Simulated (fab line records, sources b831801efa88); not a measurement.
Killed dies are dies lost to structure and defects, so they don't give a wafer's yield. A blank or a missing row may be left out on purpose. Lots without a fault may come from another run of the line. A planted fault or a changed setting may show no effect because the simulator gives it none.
Chamber matching | flow gf180mcu | GF_V5_ETCH_16 on rie_diel-03: 4 sister chambers
The step etches BARC in N2/H2. 4 wafers are shown with their chamber, then 7 later ones without.

WAFERS WITH THEIR CHAMBER
wafer  | chamber | oes_product_au (a.u.)
L081.1 | 2       | 0.851
L081.4 | 0       | 0.847
L083.1 | 1       | 0.854
L083.3 | 3       | 0.856

WAFERS WITHOUT THEIR CHAMBER
wafer  | oes_product_au (a.u.)
L083.6 | 0.851
L088.2 | 0.855
L088.3 | 0.858
L088.6 | 0.860
L097.1 | 0.863
L097.3 | 0.855
L097.4 | 0.852

WHICH CHAMBER EACH WENT THROUGH
wafer  | from the rows above               | in truth
L083.6 | can't be placed: 2 or 1 or 0 or 3 | 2
L088.2 | can't be placed: 1 or 3 or 2      | 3
L088.3 | can't be placed: 3 or 1 or 2      | 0
L088.6 | can't be placed: 3 or 1 or 2      | 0
L097.1 | can't be placed: 3 or 1 or 2      | 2
L097.3 | can't be placed: 1 or 3 or 2      | 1
L097.4 | can't be placed: 2 or 1 or 3 or 0 | 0
Placed correctly: 0 of 7. Can't be placed from these rows: 7 (the true chamber is among the candidates in 5). Placed wrongly: 0.
How it was worked out, from the rows above alone: a wafer's distance from a chamber is the root of the sum, over the readings, of the square of ((its reading less the chamber's mean) divided by the reading's scatter). The wafer belongs to the nearest chamber; if the next one is less than 2 further off, it can't be placed. A chamber's mean is the mean of its shown wafers. The scatter: with one shown wafer a chamber, the root of the mean of the squares of how far each hidden wafer lies from its nearest shown one.
